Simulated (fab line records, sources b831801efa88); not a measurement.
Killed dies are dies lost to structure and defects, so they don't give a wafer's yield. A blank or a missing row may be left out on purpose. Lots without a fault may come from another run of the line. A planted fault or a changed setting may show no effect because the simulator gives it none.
Chamber matching | flow sky130 | SKY_VIA1_CMP_02 on cmp-02: 4 sister chambers
The step polishes SiO2. 14 wafers are shown with their chamber, then 7 later ones without.

WAFERS WITH THEIR CHAMBER
wafer  | chamber | motor_current_A (A) | slurry_filter_dp_kPa (kPa)
L943.1 | 3       | 12.3                | 13.39
L943.2 | 1       | 10.9                | 13.43
L943.3 | 2       | 9.6                 | 13.35
L944.1 | 2       | 10.0                | 13.66
L944.4 | 1       | 11.2                | 13.60
L944.5 | 0       | 11.2                | 13.58
L945.1 | 1       | 11.2                | 13.52
L945.2 | 3       | 11.7                | 13.53
L945.4 | 2       | 9.7                 | 13.40
L948.1 | 2       | 10.3                | 13.61
L948.2 | 3       | 10.8                | 13.54
L948.3 | 1       | 10.9                | 13.44
L949.1 | 3       | 11.7                | 13.61
L949.4 | 0       | 11.6                | 13.57

SIGNATURES (means of the wafers above)
reading              | chamber 0 | chamber 1 | chamber 2 | chamber 3 | scatter within a chamber
motor_current_A      | 11.400    | 11.050    | 9.900     | 11.625    | 0.402
slurry_filter_dp_kPa | 13.5750   | 13.4975   | 13.5050   | 13.5175   | 0.107
Rule: a wafer's distance from a chamber is the root of the sum, over the readings, of the square of ((its reading less the chamber's mean) divided by the reading's scatter). The wafer belongs to the nearest chamber; if the next one is less than 2 further off, it can't be placed. The scatter: the root of (the sum of the squares of (reading less its chamber's mean) over the shown wafers, divided by (wafers less chambers)).

WAFERS WITHOUT THEIR CHAMBER
wafer  | motor_current_A (A) | slurry_filter_dp_kPa (kPa)
L949.5 | 11.1                | 13.71
L950.2 | 9.9                 | 13.30
L950.3 | 12.5                | 13.53
L950.4 | 12.1                | 13.49
L951.1 | 10.4                | 13.44
L951.3 | 11.4                | 13.43
L951.4 | 12.3                | 13.59

WHICH CHAMBER EACH WENT THROUGH
wafer  | from the rows above               | in truth
L949.5 | can't be placed: 0 or 1 or 3      | 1
L950.2 | can't be placed: 2 or 1           | 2
L950.3 | can't be placed: 3 or 0 or 1      | 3
L950.4 | can't be placed: 3 or 0 or 1      | 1
L951.1 | can't be placed: 2 or 1 or 0 or 3 | 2
L951.3 | can't be placed: 3 or 1 or 0      | 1
L951.4 | can't be placed: 3 or 0 or 1      | 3
Placed correctly: 0 of 7. Can't be placed from these rows: 7 (the true chamber is among the candidates in 7). Placed wrongly: 0.
